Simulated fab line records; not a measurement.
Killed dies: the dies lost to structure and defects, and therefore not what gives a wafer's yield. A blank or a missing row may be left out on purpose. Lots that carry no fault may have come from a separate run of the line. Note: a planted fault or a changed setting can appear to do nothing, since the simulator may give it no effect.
fab line records ; flow gf180mcu
record lots=14; wafers=42; lastDay=34
route steps=602 shown HV_LDD@218 SALICIDE@283 CONTACT@304 V1@352
lots that met no fault: taken from a fault-free run of the same line
startH: hours from the record's first day to the start of the lot's first wafer shown ; waitH: how many hours have passed since the lot's step before this one ; " unchanged from the row above ; L1.1+2: several wafers, shown together as one row ; - no value, or no start was given ; * or withheld: withheld ; < > ~ a bound
route shown NAME@n: names a module that has steps shown in the file, with the first one's number in the route ; usual: average and standard deviation across the fault-free wafers ; same: alike in all rows ; chamber/n: place in a boat ; sites: per-site readings ; _std_site: standard deviation across them ; _edge_site: outer sites' mean less inner sites' ; radiusMm: how far each site lies from the wafer's centre ; mask NAME#n: copy n ; behind: the last tool/chamber to shape the wafer ; hold: why the lot went on hold/how many hours it stayed there/how the hold came to an end ; device: names the non-switching transistor (n, p or np) ; end of line: tests of these same wafers at the route's end ; a step with no rows: only its recipe ; killed: not the wafer's yield, but the dies lost to structure and defects at the first sort ; map: a wafer's dies, x killed, . not, _ none there
set.NAME: the setting the step ran with; set.NAME@STEP: the setting that earlier step ran with ; model.NAME: the simulator's own value behind a step, which no gauge read
route steps across a sampled set of lots; one table per step, one row per wafer
services: when a tool's chamber went out of use (startH, in hours from the record's first day, below 0 if earlier), for how many hours, and the reason
## steps
# step GF_HV_LDD_SOFTBAKE_42
# recipe tempC=90; timeS=60; resist=NOVOLAK
# usual heaterPowerTotalW=56.60/0.042; plateTempC=90.00/0.11; resistLineTempC=23.02/0.11
lot.wafer;tool;chamber;startH;waitH;heaterPowerTotalW;plateTempC;resistLineTempC
L204.1;lithoTrack-01;0;264.94;0.1;56.62;90.01;23.18
L204.2;lithoTrack-01;0;264.94;0.1;56.59;90.09;23.09
L204.5;lithoTrack-01;0;264.94;0.1;56.57;90.02;22.96
L206.3;lithoTrack-04;0;272.26;0.1;56.58;90.12;23.00
L206.4;lithoTrack-04;0;272.26;0.1;56.64;89.93;23.03
L206.5;lithoTrack-04;0;272.26;0.1;56.62;89.96;23.01
L209.2;lithoTrack-02;0;302.64;0.1;56.64;90.00;23.03
L209.4;lithoTrack-02;0;302.64;0.1;56.58;89.93;23.12
L209.5;lithoTrack-02;0;302.64;0.1;56.57;90.20;23.19
L210.2;lithoTrack-01;0;307.61;0.1;56.65;89.97;22.90
L210.4;lithoTrack-01;0;307.61;0.1;56.61;90.00;23.13
L210.5;lithoTrack-01;0;307.61;0.1;56.52;89.91;23.12
L212.3;lithoTrack-02;0;326.36;0.1;56.62;89.95;22.92
L212.4;lithoTrack-02;0;326.36;0.1;56.59;90.08;22.89
L212.6;lithoTrack-02;0;326.36;0.1;56.65;90.07;22.81
L213.1;lithoTrack-02;0;333.01;0.1;56.57;89.91;22.95
L213.4;lithoTrack-02;0;333.01;0.1;56.59;89.91;22.96
L213.6;lithoTrack-02;0;333.01;0.1;56.59;90.17;22.98
L214.1;lithoTrack-04;0;343.01;0.1;56.68;90.11;23.04
L214.4;lithoTrack-04;0;343.01;0.1;56.62;89.86;23.00
L214.6;lithoTrack-04;0;343.01;0.1;56.62;89.93;22.98
L216.2;lithoTrack-04;0;356.43;0.1;56.62;89.90;23.26
L216.4;lithoTrack-04;0;356.43;0.1;56.58;89.98;23.08
L216.6;lithoTrack-04;0;356.43;0.1;56.59;90.18;23.16
L217.2;lithoTrack-02;0;364.94;0.1;56.64;90.20;22.89
L217.4;lithoTrack-02;0;364.94;0.1;56.55;90.04;23.13
L217.5;lithoTrack-02;0;364.94;0.1;56.58;90.17;23.04
L218.1;lithoTrack-04;0;371.36;0.1;56.57;90.05;22.98
L218.3;lithoTrack-04;0;371.36;0.1;56.59;89.80;22.96
L218.6;lithoTrack-04;0;371.36;0.1;56.55;90.00;23.01
L219.2;lithoTrack-04;0;378.73;0.1;56.61;89.84;23.05
L219.3;lithoTrack-04;0;378.73;0.1;56.56;89.96;22.98
L219.5;lithoTrack-04;0;378.73;0.1;56.62;89.95;23.04
L221.3;lithoTrack-04;0;397.01;0.1;55.86;89.06;23.21
L221.4;lithoTrack-04;0;397.01;0.1;55.87;89.21;23.25
L221.5;lithoTrack-04;0;397.01;0.1;55.83;89.02;23.05
L222.1;lithoTrack-04;0;420.41;0.1;55.81;89.17;23.00
L222.3;lithoTrack-04;0;420.41;0.1;55.95;89.25;22.94
L222.6;lithoTrack-04;0;420.41;0.1;55.96;89.06;22.87
L225.4;lithoTrack-01;0;437.11;0.1;56.62;89.79;23.11
L225.5;lithoTrack-01;0;437.11;0.1;56.63;89.96;22.90
L225.6;lithoTrack-01;0;437.11;0.1;56.58;89.85;23.10
# step GF_SALICIDE_THK_MEAS_05
# recipe thkMeasGauge=xrf; reads=TiN_of_SALICIDE_SPUTTER_03
# usual SALICIDE_TIN_THK=20.14/0.28
lot.wafer;tool;chamber;startH;waitH;SALICIDE_TIN_THK[nm]
L204.1;filmMetro-01;-;340.08;0.1;20.20
L204.2;filmMetro-01;-;340.08;0.1;20.32
L204.5;filmMetro-01;-;340.08;0.1;20.63
L206.3;filmMetro-03;-;348.60;0.1;19.75
L206.4;filmMetro-03;-;348.60;0.1;19.92
L206.5;filmMetro-03;-;348.60;0.1;19.63
L209.2;filmMetro-01;-;382.65;0.1;20.32
L209.4;filmMetro-01;-;382.65;0.1;19.95
L209.5;filmMetro-01;-;382.65;0.1;20.40
L210.2;filmMetro-01;-;387.86;0.1;20.37
L210.4;filmMetro-01;-;387.86;0.1;20.47
L210.5;filmMetro-01;-;387.86;0.1;20.38
L212.3;filmMetro-01;-;409.25;0.1;20.34
L212.4;filmMetro-01;-;409.25;0.1;20.06
L212.6;filmMetro-01;-;409.25;0.1;20.21
L213.1;filmMetro-03;-;418.18;0.1;19.93
L213.4;filmMetro-03;-;418.18;0.1;19.80
L213.6;filmMetro-03;-;418.18;0.1;20.02
L214.1;filmMetro-03;-;428.49;0.1;20.01
L214.4;filmMetro-03;-;428.49;0.1;19.83
L214.6;filmMetro-03;-;428.49;0.1;20.16
L216.2;filmMetro-03;-;444.69;0.1;20.22
L216.4;filmMetro-03;-;444.69;0.1;19.95
L216.6;filmMetro-03;-;444.69;0.1;20.20
L217.2;filmMetro-03;-;453.89;0.1;19.82
L217.4;filmMetro-03;-;453.89;0.1;19.85
L217.5;filmMetro-03;-;453.89;0.1;19.98
L218.1;filmMetro-03;-;459.58;0.1;20.07
L218.3;filmMetro-03;-;459.58;0.1;20.31
L218.6;filmMetro-03;-;459.58;0.1;20.28
L219.2;filmMetro-02;-;467.03;0.1;20.39
L219.3;filmMetro-02;-;467.03;0.1;20.45
L219.5;filmMetro-02;-;467.03;0.1;20.45
L221.3;filmMetro-03;-;487.95;0.1;19.89
L221.4;filmMetro-03;-;487.95;0.1;20.09
L221.5;filmMetro-03;-;487.95;0.1;19.99
L222.1;filmMetro-03;-;510.64;0.1;20.33
L222.3;filmMetro-03;-;510.64;0.1;20.12
L222.6;filmMetro-03;-;510.64;0.1;20.16
L225.4;filmMetro-03;-;526.93;0.1;20.16
L225.5;filmMetro-03;-;526.93;0.1;20.06
L225.6;filmMetro-03;-;526.93;0.1;20.55
# step GF_CONTACT_ETCH_17
# recipe chemistry=C4F8/O2/Ar; maskMaterial=KrF; target=SiO2; stopOn=CoSi2; sourceW=1500; biasW=1200; pressureMtorr=40; c4f8FlowSccm=withheld; O2_flow_sccm=6; Ar_flow_sccm=300; timeS=withheld; targetDepthA=8600
# usual chamberPressureMTorr=40.00/0.038; oesProductAu=0.815/0.005
lot.wafer;tool;chamber;startH;waitH;chamberPressureMTorr;oesProductAu
L204.1;rieDiel-04;2;-;-;39.99;0.817
L204.2;rieDiel-04;3;-;-;40.04;0.820
L204.5;rieDiel-04;2;-;-;39.97;0.818
L206.3;rieDiel-03;2;-;-;39.94;0.816
L206.4;rieDiel-03;0;-;-;40.02;0.814
L206.5;rieDiel-03;1;-;-;39.95;0.812
L209.2;rieDiel-04;2;-;-;40.00;0.814
L209.4;rieDiel-04;1;-;-;40.04;0.815
L209.5;rieDiel-04;2;-;-;39.95;0.813
L210.2;rieDiel-01;2;-;-;40.03;0.808
L210.4;rieDiel-01;0;-;-;40.05;0.818
L210.5;rieDiel-01;3;-;-;39.95;0.810
L212.3;rieDiel-04;1;-;-;39.93;0.814
L212.4;rieDiel-04;3;-;-;40.00;0.815
L212.6;rieDiel-04;2;-;-;39.98;0.804
L213.1;rieDiel-03;1;-;-;39.96;0.813
L213.4;rieDiel-03;1;-;-;40.00;0.811
L213.6;rieDiel-03;0;-;-;39.99;0.821
L214.1;rieDiel-04;0;-;-;39.99;0.814
L214.4;rieDiel-04;3;-;-;40.02;0.819
L214.6;rieDiel-04;3;-;-;40.01;0.822
L216.2;rieDiel-03;2;-;-;40.01;0.816
L216.4;rieDiel-03;3;-;-;40.05;0.817
L216.6;rieDiel-03;1;-;-;39.93;0.815
L217.2;rieDiel-01;0;-;-;39.97;0.822
L217.4;rieDiel-01;2;-;-;39.97;0.818
L217.5;rieDiel-01;1;-;-;40.02;0.822
L218.1;rieDiel-01;0;-;-;39.97;0.819
L218.3;rieDiel-01;2;-;-;39.95;0.822
L218.6;rieDiel-01;1;-;-;40.03;0.814
L219.2;rieDiel-03;3;-;-;39.95;0.821
L219.3;rieDiel-03;0;-;-;39.95;0.822
L219.5;rieDiel-03;1;-;-;39.99;0.814
L221.3;rieDiel-03;0;-;-;40.06;0.818
L221.4;rieDiel-03;3;-;-;40.03;0.814
L221.5;rieDiel-03;1;-;-;39.99;0.818
L222.1;rieDiel-01;0;-;-;40.04;0.808
L222.3;rieDiel-01;3;-;-;39.95;0.814
L222.6;rieDiel-01;2;-;-;40.03;0.815
L225.4;rieDiel-04;2;-;-;40.02;0.820
L225.5;rieDiel-04;0;-;-;40.06;0.811
L225.6;rieDiel-04;3;-;-;39.99;0.813
# step GF_V1_ETCH_17
# recipe chemistry=C4F8/O2/Ar; maskMaterial=KrF; target=SiO2; stopOn=TiN; sourceW=1500; biasW=1200; pressureMtorr=40; c4f8FlowSccm=withheld; O2_flow_sccm=6; Ar_flow_sccm=300; timeS=withheld; targetDepthA=6300
# usual chamberPressureMTorr=40.00/0.037; oesProductAu=0.856/0.0052
lot.wafer;tool;chamber;startH;waitH;chamberPressureMTorr;oesProductAu
L204.1;rieDiel-02;1;-;-;40.02;0.854
L204.2;rieDiel-02;2;-;-;40.01;0.855
L204.5;rieDiel-02;0;-;-;39.93;0.853
L206.3;rieDiel-03;0;-;-;39.96;0.856
L206.4;rieDiel-03;1;-;-;39.98;0.856
L206.5;rieDiel-03;3;-;-;39.96;0.857
L209.2;rieDiel-02;0;-;-;39.96;0.848
L209.4;rieDiel-02;1;-;-;39.99;0.858
L209.5;rieDiel-02;1;-;-;39.98;0.851
L210.2;rieDiel-02;2;-;-;39.99;0.861
L210.4;rieDiel-02;3;-;-;39.98;0.857
L210.5;rieDiel-02;3;-;-;40.00;0.848
L212.3;rieDiel-02;2;-;-;39.97;0.849
L212.4;rieDiel-02;1;-;-;39.90;0.856
L212.6;rieDiel-02;2;-;-;40.03;0.851
L213.1;rieDiel-04;0;-;-;39.95;0.861
L213.4;rieDiel-04;2;-;-;40.04;0.858
L213.6;rieDiel-04;1;-;-;39.96;0.854
L214.1;rieDiel-03;3;-;-;40.03;0.848
L214.4;rieDiel-03;0;-;-;39.95;0.850
L214.6;rieDiel-03;2;-;-;40.02;0.856
L216.2;rieDiel-04;0;-;-;39.98;0.860
L216.4;rieDiel-04;1;-;-;40.04;0.847
L216.6;rieDiel-04;2;-;-;39.98;0.856
L217.2;rieDiel-03;3;-;-;39.93;0.854
L217.4;rieDiel-03;1;-;-;39.97;0.864
L217.5;rieDiel-03;2;-;-;39.99;0.851
L218.1;rieDiel-04;1;-;-;40.01;0.858
L218.3;rieDiel-04;3;-;-;40.04;0.865
L218.6;rieDiel-04;3;-;-;39.95;0.851
L219.2;rieDiel-04;3;-;-;39.96;0.858
L219.3;rieDiel-04;0;-;-;40.02;0.867
L219.5;rieDiel-04;1;-;-;40.02;0.860
L221.3;rieDiel-03;1;-;-;39.98;0.862
L221.4;rieDiel-03;0;-;-;39.93;0.850
L221.5;rieDiel-03;2;-;-;40.07;0.859
L222.1;rieDiel-02;3;-;-;40.00;0.860
L222.3;rieDiel-02;1;-;-;39.97;0.850
L222.6;rieDiel-02;1;-;-;39.99;0.855
L225.4;rieDiel-04;2;-;-;40.01;0.861
L225.5;rieDiel-04;0;-;-;40.04;0.860
L225.6;rieDiel-04;1;-;-;39.98;0.852
## services
tool;chamber;startH;hours;kind
rieDiel-02;-;247.55;14.6;pm
rieDiel-01;-;255.23;0.3;repair
rieDiel-04;0;257.59;3.6;repair
rieDiel-02;-;312.78;2.8;pm
rieDiel-02;-;317.93;0.2;repair
rieDiel-03;3;351.96;-;clean
rieDiel-03;3;351.96;27.5;scheduledDown
rieDiel-03;3;351.96;27.5;ventCycle
rieDiel-03;2;353.07;6.8;repair
rieDiel-02;-;361.34;2.5;repair
rieDiel-04;-;371.28;2.8;pm
rieDiel-03;0;380.74;5.3;repair
rieDiel-03;2;424.92;-;clean
rieDiel-03;-;450.81;15.6;pm
rieDiel-02;3;468.43;7.2;repair
rieDiel-02;3;482.49;9.6;repair
rieDiel-02;1;493.73;11.9;repair
rieDiel-03;2;507.89;10.9;repair
rieDiel-02;-;541.36;1.0;repair
rieDiel-01;1;542.22;11.3;repair
rieDiel-04;3;567.71;4.1;repair
rieDiel-02;0;570.49;12.4;repair
rieDiel-04;3;577.34;3.4;repair
rieDiel-02;3;585.53;8.2;repair
## key
firstSign step=GF_HV_LDD_SOFTBAKE_42; reading=heaterPowerTotalW; direction=down; sigmas=17; usual=56.60; struck=55.88
effect step=GF_HV_LDD_SOFTBAKE_42; reading=plateTempC; direction=down; sigmas=7.8; usual=*; struck=*
metAt GF_HV_LDD_SOFTBAKE_42
struckLots L221,L222
testerLeftOut L221,L222
notActingAt GF_SALICIDE_THK_MEAS_05,GF_CONTACT_ETCH_17,GF_V1_ETCH_17
onsetBetween 378.73 397.01
fault kind=processParameterDrift; tool=lithoTrack-04; chamber=-; onsetH=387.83; steps=GF_HV_LDD_SOFTBAKE_42; channel=tempC; offset=*; shape=step; endH=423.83; actsIn=*; stated=*
# testerLeftOut: of these lots the tester's yield and bins aren't shown, on N5 and GAA mostly nor the transistor test; their killed dies are dies lost to structure and defects alone, not to doping, threshold or leakage, so they don't give the yield
